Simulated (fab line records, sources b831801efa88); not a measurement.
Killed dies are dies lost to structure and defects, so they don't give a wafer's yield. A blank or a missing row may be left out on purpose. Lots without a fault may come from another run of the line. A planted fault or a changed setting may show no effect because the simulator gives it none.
Which tool did it? | flow gf180mcu | 24 lots, 72 wafers sampled, at 6 steps of a route of 602

WHAT THE GAUGES READ, wafer by wafer
GF_STI_THK_MEAS_02. Usual: STI_OXIDATION_THK 10.00 nm, standard deviation 0.16.
lot  | measured    | on            | STI_OXIDATION_THK (nm) | flag
L074 | day 1 12:37 | film_metro-02 | 10.20 10.13 10.06      |
L075 | day 1 16:31 | film_metro-01 | 10.03 9.91 9.89        |
L076 | day 1 21:31 | film_metro-01 | 10.23 10.01 10.06      |
L077 | day 2 02:31 | film_metro-02 | 9.97 9.99 9.89         |
L078 | day 2 08:05 | film_metro-01 | 9.99 10.22 10.00       |
L079 | day 2 12:31 | film_metro-04 | 10.21 10.06 10.05      |
L080 | day 2 17:31 | film_metro-01 | 9.92 10.01 9.93        |
L081 | day 2 22:31 | film_metro-01 | 10.11 10.24 10.10      |
L082 | day 3 03:31 | film_metro-04 | 9.84 9.67 9.80         |
L083 | day 3 09:04 | film_metro-01 | 9.93 9.72 9.86         |
L084 | day 3 13:32 | film_metro-04 | 9.85 9.82 9.87         |
L085 | day 3 18:31 | film_metro-02 | 9.83 10.05 9.99        |
L086 | day 4 00:34 | film_metro-04 | 9.83 10.00 10.17       |
L087 | day 4 04:31 | film_metro-02 | 9.90 9.72 10.07        |
L088 | day 4 09:54 | film_metro-01 | 9.87 9.88 9.78         |
L089 | day 4 15:06 | film_metro-01 | 10.39 10.12 10.36      |
L090 | day 4 19:31 | film_metro-01 | 10.22 9.97 10.13       |
L091 | day 5 00:31 | film_metro-04 | 10.41 10.39 10.34      |
L092 | day 5 07:16 | film_metro-01 | 10.00 10.20 9.90       |
L093 | day 5 10:32 | film_metro-04 | 9.71 9.85 9.68         |
L094 | day 5 15:31 | film_metro-01 | 9.89 9.72 9.85         |
L095 | day 5 21:11 | film_metro-01 | 10.00 10.02 9.99       |
L096 | day 6 01:31 | film_metro-01 | 9.71 9.93 9.91         |
L097 | day 6 08:00 | film_metro-01 | 9.96 9.94 9.98         |

GF_NWELL_TW_MEAS_11. Usual: NWELL_TW 1578, standard deviation 17.
lot  | measured    | on            | NWELL_TW       | flag
L074 | day 3 08:25 | film_metro-02 | 1564 1552 1557 |
L075 | day 3 12:43 | film_metro-04 | 1607 1597 1598 |
L076 | day 3 19:07 | film_metro-03 | 1557 1555 1561 |
L077 | day 4 00:43 | film_metro-03 | 1568 1566 1570 |
L078 | day 4 06:01 | film_metro-02 | 1557 1566 1561 |
L079 | day 4 14:04 | film_metro-03 | 1568 1569 1571 |
L080 | day 4 18:07 | film_metro-03 | 1560 1557 1564 |
L081 | day 4 22:11 | film_metro-03 | 1571 1565 1568 |
L082 | day 5 03:58 | film_metro-04 | 1596 1596 1585 |
L083 | day 5 09:29 | film_metro-04 | 1591 1584 1583 |
L084 | day 5 17:08 | film_metro-04 | 1589 1590 1595 |
L085 | day 5 21:00 | film_metro-03 | 1574 1573 1576 |
L086 | day 6 02:11 | film_metro-04 | 1591 1595 1593 |
L087 | day 6 05:39 | film_metro-03 | 1559 1569 1562 |
L088 | day 6 11:56 | film_metro-03 | 1567 1569 1569 |
L089 | day 6 18:35 | film_metro-04 | 1591 1584 1590 |
L090 | day 6 21:35 | film_metro-04 | 1585 1590 1590 |
L091 | day 7 04:31 | film_metro-04 | 1594 1594 1595 |
L092 | day 7 11:13 | film_metro-03 | 1552 1559 1561 |
L093 | day 7 17:29 | film_metro-04 | 1602 1603 1598 |
L094 | day 7 20:54 | film_metro-03 | 1559 1567 1560 |
L095 | day 8 02:30 | film_metro-04 | 1600 1610 1613 |
L096 | day 8 06:50 | film_metro-04 | 1601 1594 1606 |
L097 | day 8 13:37 | film_metro-03 | 1564 1558 1563 |

GF_HV_LDD_RS_MEAS_53: measures by four-point-probe. Usual: HV_LDD_RS 418.4 ohm/sq, standard deviation 0.89.
lot  | measured     | on            | HV_LDD_RS (ohm/sq) | flag
L074 | day 12 08:44 | film_metro-03 | 418.8 417.8 418.0  |
L075 | day 12 17:19 | film_metro-02 | 418.4 416.9 418.4  |
L076 | day 12 22:55 | film_metro-03 | 418.9 418.1 417.9  |
L077 | day 13 07:56 | film_metro-04 | 417.0 417.7 418.3  |
L078 | day 13 15:13 | film_metro-04 | 417.9 417.7 418.4  |
L079 | day 14 01:40 | film_metro-02 | 418.3 417.9 418.1  |
L080 | day 14 10:43 | film_metro-04 | 419.4 418.6 418.3  |
L081 | day 14 14:32 | film_metro-03 | 418.7 418.5 419.0  |
L082 | day 14 22:41 | film_metro-02 | 415.9 416.2 416.9  |
L083 | day 15 07:33 | film_metro-03 | 418.3 417.7 418.4  |
L084 | day 15 19:08 | film_metro-02 | 418.9 417.4 417.6  |
L085 | day 16 01:55 | film_metro-03 | 418.4 419.0 418.7  |
L086 | day 16 08:24 | film_metro-03 | 419.5 419.3 420.0  |
L087 | day 16 13:13 | film_metro-02 | 417.7 417.3 417.4  |
L088 | day 17 00:54 | film_metro-02 | 417.3 417.9 417.4  |
L089 | day 17 08:51 | film_metro-03 | 419.0 419.0 419.2  |
L090 | day 17 12:00 | film_metro-04 | 419.1 418.9 420.6  |
L091 | day 17 21:35 | film_metro-03 | 419.1 419.5 418.8  |
L092 | day 18 10:29 | film_metro-02 | 419.3 419.2 419.2  |
L093 | day 18 14:47 | film_metro-04 | 418.6 417.6 418.6  |
L094 | day 19 14:20 | film_metro-03 | 417.7 416.4 417.0  |
L095 | day 19 14:02 | film_metro-04 | 419.9 419.7 418.3  |
L096 | day 19 15:38 | film_metro-02 | 418.3 417.5 418.1  |
L097 | day 20 01:59 | film_metro-03 | 418.3 417.6 417.6  |

GF_NSD_CD_MEAS_07: target cd 400 nm. Usual: cd_nm 400.5 nm, standard deviation 2.6.
lot  | measured     | on        | cd_nm (nm)        | flag
L074 | day 13 06:53 | cd_sem-01 | 398.0 397.9 398.4 |
L075 | day 13 16:49 | cd_sem-02 | 404.4 405.2 403.2 |
L076 | day 13 21:41 | cd_sem-01 | 400.8 399.6 399.0 |
L077 | day 14 08:54 | cd_sem-02 | 398.9 398.6 398.4 |
L078 | day 14 15:05 | cd_sem-02 | 403.8 404.7 404.2 |
L079 | day 15 01:18 | cd_sem-02 | 401.9 402.5 400.5 |
L080 | day 15 10:20 | cd_sem-02 | 397.1 397.6 398.5 |
L081 | day 15 16:10 | cd_sem-01 | 398.9 398.9 400.1 |
L082 | day 15 21:15 | cd_sem-01 | 400.7 401.3 399.9 |
L083 | day 16 05:40 | cd_sem-01 | 394.2 395.4 397.3 |
L084 | day 16 19:10 | cd_sem-01 | 401.7 400.3 402.5 |
L085 | day 17 03:20 | cd_sem-02 | 403.1 401.7 401.2 |
L086 | day 17 09:07 | cd_sem-02 | 401.2 400.1 399.0 |
L087 | day 17 14:40 | cd_sem-01 | 398.5 397.0 398.8 |
L088 | day 18 03:09 | cd_sem-02 | 396.7 397.9 397.1 |
L089 | day 18 10:04 | cd_sem-01 | 402.1 402.1 402.8 |
L090 | day 18 14:34 | cd_sem-02 | 403.5 399.5 400.8 |
L091 | day 19 00:16 | cd_sem-01 | 405.4 405.2 406.3 |
L092 | day 19 13:19 | cd_sem-02 | 399.5 398.3 400.1 |
L093 | day 19 17:48 | cd_sem-01 | 404.5 401.5 401.5 |
L094 | day 20 17:52 | cd_sem-02 | 403.5 402.4 402.4 |
L095 | day 20 16:55 | cd_sem-01 | 401.6 400.5 401.6 |
L096 | day 20 19:18 | cd_sem-01 | 400.1 403.2 399.5 |
L097 | day 21 05:17 | cd_sem-01 | 398.7 399.8 401.4 |

GF_M2_CD_MEAS_14: target cd 280 nm. Usual: cd_nm 280.4 nm, standard deviation 1.1.
lot  | measured     | on        | cd_nm (nm)        | flag
L074 | day 19 01:35 | cd_sem-02 | 280.8 280.4 280.1 |
L075 | day 19 11:07 | cd_sem-02 | 281.4 281.4 281.4 |
L076 | day 19 20:40 | cd_sem-02 | 282.5 281.5 282.1 |
L077 | day 20 08:13 | cd_sem-02 | 280.5 279.7 280.3 |
L078 | day 20 15:59 | cd_sem-02 | 280.9 280.8 280.5 |
L079 | day 21 04:21 | cd_sem-02 | 281.0 281.3 281.9 |
L080 | day 21 11:49 | cd_sem-01 | 280.1 279.6 280.0 |
L081 | day 21 20:12 | cd_sem-02 | 280.9 279.6 280.1 |
L082 | day 22 02:55 | cd_sem-01 | 279.9 281.5 280.4 |
L083 | day 22 10:18 | cd_sem-01 | 280.0 281.1 281.3 |
L084 | day 22 22:44 | cd_sem-01 | 278.8 279.7 280.1 |
L085 | day 23 09:07 | cd_sem-01 | 282.1 282.3 281.1 |
L086 | day 23 13:52 | cd_sem-02 | 281.7 280.7 280.4 |
L087 | day 23 20:13 | cd_sem-01 | 279.9 280.0 279.6 |
L088 | day 24 08:03 | cd_sem-01 | 277.2 277.1 278.4 |
L089 | day 24 13:39 | cd_sem-02 | 280.0 280.7 279.2 |
L090 | day 24 17:54 | cd_sem-01 | 280.5 279.9 280.2 |
L091 | day 25 03:09 | cd_sem-01 | 281.8 282.8 282.4 |
L092 | day 25 14:38 | cd_sem-02 | 280.8 281.1 280.7 |
L093 | day 25 18:17 | cd_sem-02 | 281.2 280.7 280.1 |
L094 | day 26 15:46 | cd_sem-02 | 280.2 280.0 278.9 |
L095 | day 26 14:13 | cd_sem-02 | 280.2 279.2 280.1 |
L096 | day 26 17:25 | cd_sem-02 | 280.5 280.6 280.2 |
L097 | day 27 01:32 | cd_sem-01 | 279.4 279.9 279.3 |

GF_V2_BOW_MEAS_05. Usual: V2_BOW 101 um, standard deviation 8.4.
lot  | measured     | on            | V2_BOW (um) | flag
L074 | day 19 02:59 | film_metro-04 | 96 93 95    |
L075 | day 19 12:28 | film_metro-02 | 99 109 104  |
L076 | day 19 22:02 | film_metro-04 | 96 99 103   |
L077 | day 20 09:36 | film_metro-03 | 115 97 106  |
L078 | day 20 17:21 | film_metro-04 | 94 106 108  |
L079 | day 21 05:45 | film_metro-04 | 108 108 108 |
L080 | day 21 13:11 | film_metro-02 | 84 93 102   |
L081 | day 21 21:37 | film_metro-03 | 93 99 105   |
L082 | day 22 04:17 | film_metro-04 | 98 94 95    |
L083 | day 22 11:50 | film_metro-03 | 104 99 90   |
L084 | day 23 00:07 | film_metro-03 | 112 107 110 |
L085 | day 23 10:34 | film_metro-03 | 110 101 107 |
L086 | day 23 15:18 | film_metro-03 | 89 88 90    |
L087 | day 23 21:42 | film_metro-04 | 106 100 100 |
L088 | day 24 09:25 | film_metro-03 | 97 101 106  |
L089 | day 24 15:08 | film_metro-02 | 97 92 89    |
L090 | day 24 19:16 | film_metro-04 | 77 107 91   |
L091 | day 25 04:33 | film_metro-04 | 98 89 96    |
L092 | day 25 16:00 | film_metro-03 | 116 112 106 |
L093 | day 25 19:50 | film_metro-02 | 113 102 106 |
L094 | day 26 17:08 | film_metro-02 | 99 102 125  |
L095 | day 26 15:35 | film_metro-02 | 88 89 97    |
L096 | day 26 18:47 | film_metro-02 | 101 109 121 |
L097 | day 27 02:56 | film_metro-03 | 106 99 104  |

WHICH TOOL RAN EACH LOT (tool, then ch and the chambers of the sampled wafers, then the start)
The record holds no process step before these readings.

WHAT THE TOOLS THEMSELVES READ (means of the sampled wafers that have a number; where no wafer has one, the mark that the record gives instead)
The record holds no such reading with a usual standard deviation.

THE ANSWER, worked out from the rows above alone
Rule: a lot is off if the mean of its wafers that have a number lies more than 3 standard deviations from the usual mean. A lot without any number at a reading at which 4 lots or more have one is off too. The other lots that the step has rows for count as sound. The gauges are gone through in route order, then the tools' own readings, and for those a lot's mean is taken as printed above. The first step at which some lot is off is used, and at that step the reading that is off furthest; a lot without a number counts as furthest.
No lot is off at any reading shown: from this, nothing can be told.

WHAT THE SIMULATOR HAD PUT IN
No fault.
